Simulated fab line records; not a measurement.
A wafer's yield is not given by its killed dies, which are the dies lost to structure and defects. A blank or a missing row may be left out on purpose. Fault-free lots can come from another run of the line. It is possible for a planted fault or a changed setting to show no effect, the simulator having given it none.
The tool behind it: which one? + flow sfq_line + 14 lots, 42 wafers sampled, at 4 steps of a route of 325

== WHAT THE GAUGES READ, wafer by wafer ==
The record lacks any reading of a measuring or inspecting step that a usual standard deviation could be used to judge.

== TOOL THAT RAN EACH LOT (tool first, then ch and the chambers of the sampled wafers, then the start) ==
| lot  | SFQ_TRILAYER_I1_VIA_BARC_OPEN_VIA_ETCH_071 | SFQ_TRILAYER_I3_VIA_BARC_OPEN_VIA_ETCH_121 | SFQ_TRILAYER_M4_ETCH_METAL_ETCH_096 | SFQ_TRILAYER_I4_VIA_STRIP_STRIP_107 |
|------|--------------------------------------------|--------------------------------------------|-------------------------------------|-------------------------------------|
| L496 | rie_diel-03 ch 1,2,3, day 15 10:27         | rie_diel-04 ch 0,1,3, day 32 07:01         | rie_metal-03 ch 0,1, day 34 22:15   | rie_metal-04 ch 0,1, day 40 18:31   |
| L497 | rie_diel-04 ch 1,2,3, day 15 12:51         | rie_diel-04 ch 0,3, day 32 13:01           | rie_metal-02 ch 0,1, day 35 05:27   | rie_metal-01 ch 0,1, day 41 06:31   |
| L498 | rie_diel-04 ch 1,2,3, day 15 20:03         | rie_diel-03 ch 1,2,3, day 32 22:37         | rie_metal-03 ch 0,1, day 35 15:50   | rie_metal-01 ch 0,1, day 41 21:41   |
| L499 | rie_diel-04 ch 0,3, day 16 06:51           | rie_diel-03 ch 0,1,2, day 33 12:55         | rie_metal-02 ch 0,1, day 36 05:38   | rie_metal-04 ch 0,1, day 42 14:29   |
| L500 | rie_diel-03 ch 1,2, day 16 19:16           | rie_diel-04 ch 0,2,3, day 33 23:44         | rie_metal-03 ch 0,1, day 36 16:47   | rie_metal-01 ch 0,1, day 43 07:27   |
| L501 | rie_diel-03 ch 0,1,3, day 17 02:28         | rie_diel-01 ch 0,2,3, day 34 03:19         | rie_metal-03 ch 0,1, day 36 20:23   | rie_metal-01 ch 0,1, day 43 09:51   |
| L505 | rie_diel-03 ch 0,1,2, day 18 11:58         | rie_diel-04 ch 1,2,3, day 35 19:40         | rie_metal-02 ch 1, day 38 01:19     | rie_metal-02 ch 0,1, day 44 15:51   |
| L506 | rie_diel-04 ch 0,1,2, day 18 17:58         | rie_diel-03 ch 0,1,2, day 35 22:04         | rie_metal-02 ch 1, day 38 03:35     | rie_metal-01 ch 0,1, day 44 20:27   |
| L507 | rie_diel-02 ch 0,2,3, day 18 20:22         | rie_diel-03 ch 0,1,2, day 36 04:04         | rie_metal-04 ch 0,1, day 38 08:20   | rie_metal-02 ch 0,1, day 45 01:15   |
| L508 | rie_diel-03 ch 1,2,3, day 19 04:46         | rie_diel-01 ch 0,1,3, day 36 08:52         | rie_metal-04 ch 0,1, day 38 10:44   | rie_metal-04 ch 1, day 45 06:03     |
| L509 | rie_diel-04 ch 1,2, day 19 09:34           | rie_diel-04 ch 0,1,2, day 36 16:04         | rie_metal-03 ch 0,1, day 38 15:32   | rie_metal-02 ch 1, day 45 08:27     |
| L512 | rie_diel-02 ch 1,2,3, day 20 12:43         | rie_diel-04 ch 0,1,3, day 37 20:52         | rie_metal-03 ch 0,1, day 39 11:44   | rie_metal-04 ch 0,1, day 46 12:13   |
| L513 | rie_diel-02 ch 2,3, day 21 00:43           | rie_diel-01 ch 0,1,2, day 38 02:52         | rie_metal-03 ch 0,1, day 39 17:47   | rie_metal-02 ch 0, day 47 00:37     |
| L519 | rie_diel-04 ch 0,3, day 22 23:03           | rie_diel-03 ch 0,3, day 40 06:16           | rie_metal-02 ch 0,1, day 41 05:23   | rie_metal-02 ch 0,1, day 49 10:19   |
- SFQ_TRILAYER_I1_VIA_BARC_OPEN_VIA_ETCH_071: etches BARC in O2, target depth 125 nm, time 41.7 s.
- SFQ_TRILAYER_I3_VIA_BARC_OPEN_VIA_ETCH_121: etches BARC in O2, target depth 125 nm, time 41.7 s.
- SFQ_TRILAYER_M4_ETCH_METAL_ETCH_096: etches Nb in Cl2/Ar, stops on SiO2, target depth 240 nm, time 120 s.
- SFQ_TRILAYER_I4_VIA_STRIP_STRIP_107: strips in O2.

== AS READ BY THE TOOLS THEMSELVES (means over the sampled wafers that have a number; for cases with no such wafer, the mark the record gives instead) ==
SFQ_TRILAYER_I1_VIA_BARC_OPEN_VIA_ETCH_071.
| lot  | tool        | drypump_motor_current_A (A) | oes_product_au (a.u.) | rf_fwd_power_W (W) |
|------|-------------|-----------------------------|-----------------------|--------------------|
| L496 | rie_diel-03 | 5.7                         | 0.681                 | 492.9              |
| L497 | rie_diel-04 | 6.0                         | 0.679                 | 495.9              |
| L498 | rie_diel-04 | 6.0                         | 0.684                 | 496.3              |
| L499 | rie_diel-04 | 5.4                         | 0.686                 | 494.1              |
| L500 | rie_diel-03 | 5.5                         | 0.684                 | 493.3              |
| L501 | rie_diel-03 | 5.4                         | 0.687                 | 494.1              |
| L505 | rie_diel-03 | 5.3                         | 0.684                 | 494.7              |
| L506 | rie_diel-04 | 6.1                         | 0.686                 | 495.8              |
| L507 | rie_diel-02 | 5.9                         | 0.686                 | 496.0              |
| L508 | rie_diel-03 | 5.7                         | 0.690                 | 494.8              |
| L509 | rie_diel-04 | 6.2                         | 0.685                 | 497.2              |
| L512 | rie_diel-02 | 5.7                         | 0.684                 | 495.5              |
| L513 | rie_diel-02 | 5.8                         | 0.687                 | 495.7              |
| L519 | rie_diel-04 | 5.4                         | 0.683                 | 493.7              |

SFQ_TRILAYER_I3_VIA_BARC_OPEN_VIA_ETCH_121.
| lot  | tool        | drypump_motor_current_A (A) | oes_product_au (a.u.) | rf_fwd_power_W (W) |
|------|-------------|-----------------------------|-----------------------|--------------------|
| L496 | rie_diel-04 | 5.9                         | 0.687                 | 495.4              |
| L497 | rie_diel-04 | 5.4                         | 0.683                 | 495.9              |
| L498 | rie_diel-03 | 5.6                         | 0.684                 | 496.5              |
| L499 | rie_diel-03 | 5.3                         | 0.685                 | 496.0              |
| L500 | rie_diel-04 | 5.7                         | 0.682                 | 496.2              |
| L501 | rie_diel-01 | 5.9                         | 0.684                 | 494.6              |
| L505 | rie_diel-04 | 6.0                         | 0.686                 | 496.3              |
| L506 | rie_diel-03 | 5.3                         | 0.685                 | 496.4              |
| L507 | rie_diel-03 | 5.3                         | 0.687                 | 494.3              |
| L508 | rie_diel-01 | 5.9                         | 0.691                 | 493.8              |
| L509 | rie_diel-04 | 6.1                         | 0.685                 | 495.0              |
| L512 | rie_diel-04 | 5.8                         | 0.684                 | 496.4              |
| L513 | rie_diel-01 | 5.7                         | 0.686                 | 494.0              |
| L519 | rie_diel-03 | 5.5                         | 0.690                 | 495.0              |

SFQ_TRILAYER_M4_ETCH_METAL_ETCH_096.
| lot  | tool         | drypump_motor_current_A (A) | he_backside_leak_sccm (sccm) | oes_product_au (a.u.) | rf_fwd_power_W (W) |
|------|--------------|-----------------------------|------------------------------|-----------------------|--------------------|
| L496 | rie_metal-03 | 5.4                         | 3.49                         | 0.891                 | 595.5              |
| L497 | rie_metal-02 | 5.8                         | 3.59                         | 0.890                 | 595.4              |
| L498 | rie_metal-03 | 5.4                         | 3.54                         | 0.904                 | 598.9              |
| L499 | rie_metal-02 | 5.8                         | 3.67                         | 0.895                 | 595.7              |
| L500 | rie_metal-03 | 5.4                         | 3.42                         | 0.884                 | 598.8              |
| L501 | rie_metal-03 | 5.3                         | 3.48                         | 0.898                 | 597.8              |
| L505 | rie_metal-02 | 5.9                         | 3.50                         | 0.897                 | 597.5              |
| L506 | rie_metal-02 | 5.9                         | 3.44                         | 0.905                 | 597.1              |
| L507 | rie_metal-04 | 5.0                         | 3.40                         | 0.894                 | 595.6              |
| L508 | rie_metal-04 | 5.0                         | 3.32                         | 0.901                 | 595.8              |
| L509 | rie_metal-03 | 5.4                         | 3.53                         | 0.889                 | 599.4              |
| L512 | rie_metal-03 | 5.3                         | 3.47                         | 0.896                 | 503.6              |
| L513 | rie_metal-03 | 5.3                         | 3.49                         | 0.886                 | 502.2              |
| L519 | rie_metal-02 | 5.8                         | 3.62                         | 0.898                 | 596.0              |

SFQ_TRILAYER_I4_VIA_STRIP_STRIP_107.
| lot  | tool         | drypump_motor_current_A (A) | he_backside_leak_sccm (sccm) | oes_product_au (a.u.) |
|------|--------------|-----------------------------|------------------------------|-----------------------|
| L496 | rie_metal-04 | 4.9                         | 3.5                          | 1.018                 |
| L497 | rie_metal-01 | 5.1                         | 3.5                          | 1.017                 |
| L498 | rie_metal-01 | 5.1                         | 3.7                          | 1.013                 |
| L499 | rie_metal-04 | 5.0                         | 3.2                          | 1.008                 |
| L500 | rie_metal-01 | 5.1                         | 3.4                          | 1.001                 |
| L501 | rie_metal-01 | 5.1                         | 3.5                          | 1.004                 |
| L505 | rie_metal-02 | 5.9                         | 3.6                          | 1.000                 |
| L506 | rie_metal-01 | 5.2                         | 3.5                          | 1.021                 |
| L507 | rie_metal-02 | 5.9                         | 3.5                          | 1.001                 |
| L508 | rie_metal-04 | 4.8                         | 3.5                          | 1.008                 |
| L509 | rie_metal-02 | 5.9                         | 3.6                          | 1.003                 |
| L512 | rie_metal-04 | 5.0                         | 3.5                          | 1.019                 |
| L513 | rie_metal-02 | 5.7                         | 3.2                          | 1.019                 |
| L519 | rie_metal-02 | 5.9                         | 3.4                          | 1.009                 |

== THE ANSWER, worked out from the rows above alone ==
Rule: the usual values come from the lots themselves. The widest of any qualifying gaps counts: lots, ordered by their means at a reading, are off when they make up no more than a third of the lots, leave a main group of 4 or more, and stand apart from it by 3 or more times the standard deviation of that group's means. A main group is skipped when, at the precision printed for the reading in the tables above, its means are all equal. Also off: a lot with no number at a reading for which 4 or more lots have one. Any other lot the step has rows for is counted as sound. First the gauges in route order, then the tools' own readings, where a lot's mean is used as printed above. The first step at which some lot is off is used, and at that step the reading that is off furthest; a lot without a number counts as furthest.
Off: L512, L513 (SFQ_TRILAYER_M4_ETCH_METAL_ETCH_096, rf_fwd_power_W). Mean 597.0 W and standard deviation 1.4 in the main group.
A tool fits if, at that step or a process step before it, it ran every lot that is off, and no sound lot after the first of them. This does not decide it: 2 tools fit, namely rie_diel-02 at SFQ_TRILAYER_I1_VIA_BARC_OPEN_VIA_ETCH_071 and rie_metal-03 at SFQ_TRILAYER_M4_ETCH_METAL_ETCH_096.

== WHAT THE SIMULATOR HAD INSERTED ==
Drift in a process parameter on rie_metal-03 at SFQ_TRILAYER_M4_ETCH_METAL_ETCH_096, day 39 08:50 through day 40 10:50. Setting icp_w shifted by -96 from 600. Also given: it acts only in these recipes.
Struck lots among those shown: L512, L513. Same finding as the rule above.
